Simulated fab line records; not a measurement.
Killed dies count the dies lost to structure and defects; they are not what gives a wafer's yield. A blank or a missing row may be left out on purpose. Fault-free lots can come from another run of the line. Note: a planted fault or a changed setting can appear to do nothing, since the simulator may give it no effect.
The tool behind it: which one? | flow gf180mcu | 6 lots, 18 wafers sampled, at 1 step of a route of 602

## WHAT EACH GAUGE READ, for each wafer
GF_M2_RS_MEAS_05: uses a four-point probe to measure.
lot  | measured     | on            | M2_ALCU_RS (ohm/sq)
L520 | day 19 00:08 | film-metro-02 | 0.0697 0.0695 0.0693
L525 | day 20 22:22 | film-metro-03 | 0.0690 0.0691 0.0689
L528 | day 21 21:59 | film-metro-03 | 0.0684 0.0687 0.0678
L536 | day 24 12:17 | film-metro-03 | 0.0687 0.0684 0.0684
L539 | day 25 07:55 | film-metro-01 | 0.0690 0.0693 0.0692
L541 | day 26 08:28 | film-metro-03 | 0.0697 0.0696 0.0696

## WHAT TOOL EACH LOT RAN ON (gives the tool, then ch and the chambers of the sampled wafers, and finally the start)
Record: no process step prior to these readings.

## THE ANSWER, worked out from the rows above alone
Rule: the usual values come from the lots themselves. Put in order of their means at a reading, lots are off if they are a third of the lots or fewer, leave a main group of 4 or more, and stand apart from it by a gap of 3 or more times the standard deviation of the main group's means; of several such gaps the widest counts. Not used: any main group whose means are identical at the precision the tables above print for the reading. A lot without any number at a reading at which 4 lots or more have one is off too. The other lots that the step has rows for count as sound.
No lot is off on any of the readings shown, so nothing can be concluded from this.

## WHAT THE SIMULATOR PUT IN
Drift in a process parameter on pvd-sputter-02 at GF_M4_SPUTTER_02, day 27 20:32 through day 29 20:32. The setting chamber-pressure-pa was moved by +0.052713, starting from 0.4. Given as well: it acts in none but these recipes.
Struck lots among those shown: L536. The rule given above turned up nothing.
